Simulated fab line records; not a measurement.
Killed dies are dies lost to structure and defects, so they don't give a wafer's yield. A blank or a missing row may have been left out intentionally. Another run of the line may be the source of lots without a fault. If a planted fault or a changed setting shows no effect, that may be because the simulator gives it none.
Problem report in the 8D (eight disciplines) form, filled by code -- flow sky130 -- the parts of the form that need people (team, actions taken, sign-off) are left out

## 1. PROBLEM STATEMENT
At SKY_VT_ADJUST_LVTN_STRIP_09, strip time to endpoint s averages 27.39 s over 6 wafers from 2 lots, while fault-free wafers read 36.95 s, standard deviation 0.12. Measured from the usual mean, that is -80 standard deviations.
The step: strips in O2/N2.
First observed at day 11 05:36: wafer L555.2, on plasma asher-02. The record holds 42 wafers of 14 lots with a number at this step. By rule, "out" or "out of limits" means more than 4 standard deviations away from the usual mean. All remaining wafers that have a number are taken as sound.

## 2. WHAT IT IS, WHAT IT ISN'T
question,is,is not
which readings at this step,strip time to endpoint s,"chamber pressure mTorr, n2 flow sccm, oes product au"
which lots,"L555, L559","L540, L541, L543, L544, L545, L547, L549, L551, L552, L556, L562, L563"
which wafers of those lots,all that have a number,-
read on which tools,"plasma asher-02, plasma asher-03",plasma asher-04
when,from day 11 05:36,"up to then (27 sound wafers); but 9 sound wafers of L556, L562, L563 came after"

## 3. SUSPECTS, AND WHAT RULES EACH OUT
Counting: a tool at any process step up to the reading remains a suspect when it ran all the lots that are out and ran no sound lot after the first of those.
- litho track-03 at SKY_VT_ADJUST_LVTN_COAT_02 (resist thk 3000 nm): kept. It ran every lot that is out, first L555 (day 10 17:35), and no sound lot after that; its last sound lot up to then is L552 (day 10 00:43).
Left after counting: litho track-03 at SKY_VT_ADJUST_LVTN_COAT_02.

## 4. THE CAUSE (what the simulator had put in)
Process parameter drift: litho track-03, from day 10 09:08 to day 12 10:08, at SKY_VT_ADJUST_LVTN_COAT_02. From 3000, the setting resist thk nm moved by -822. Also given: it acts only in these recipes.
The count eliminated every tool but this one.

## 5. THE CHAIN OF EFFECTS, in route order
Each row: a reading whose mean over the struck wafers that have a number lies more than 3 standard deviations from the usual. Readings are gone through only where the record gives a usual standard deviation; hours: the median, over the lots, of the time from a lot's start at the first step in this table giving one to that lot's start at this step; sigmas: the change measured in usual standard deviations.
hours,step,reading,usual,on struck wafers,change,sigmas
0,SKY_VT_ADJUST_LVTN_STRIP_09,strip time to endpoint s,36.95 s,27.39,-9.56,-80
Process steps it contains:
- SKY_VT_ADJUST_LVTN_STRIP_09: strips in O2/N2.

## 6. HOW IT WOULD HAVE BEEN CAUGHT EARLIER
The fault began at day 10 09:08; the first out-of-limits reading in this record came at day 11 05:36, 20 hours later.
An alarm limit of 4 standard deviations would not have fired on the tool readings at SKY_VT_ADJUST_LVTN_COAT_02 for which the record gives a usual standard deviation, since none of them was out on any struck wafer.
Lots out: 2; of these, L559 started SKY_VT_ADJUST_LVTN_COAT_02 on litho track-03 after day 11 05:36. It would have been spared by a hold on the tool at that moment.
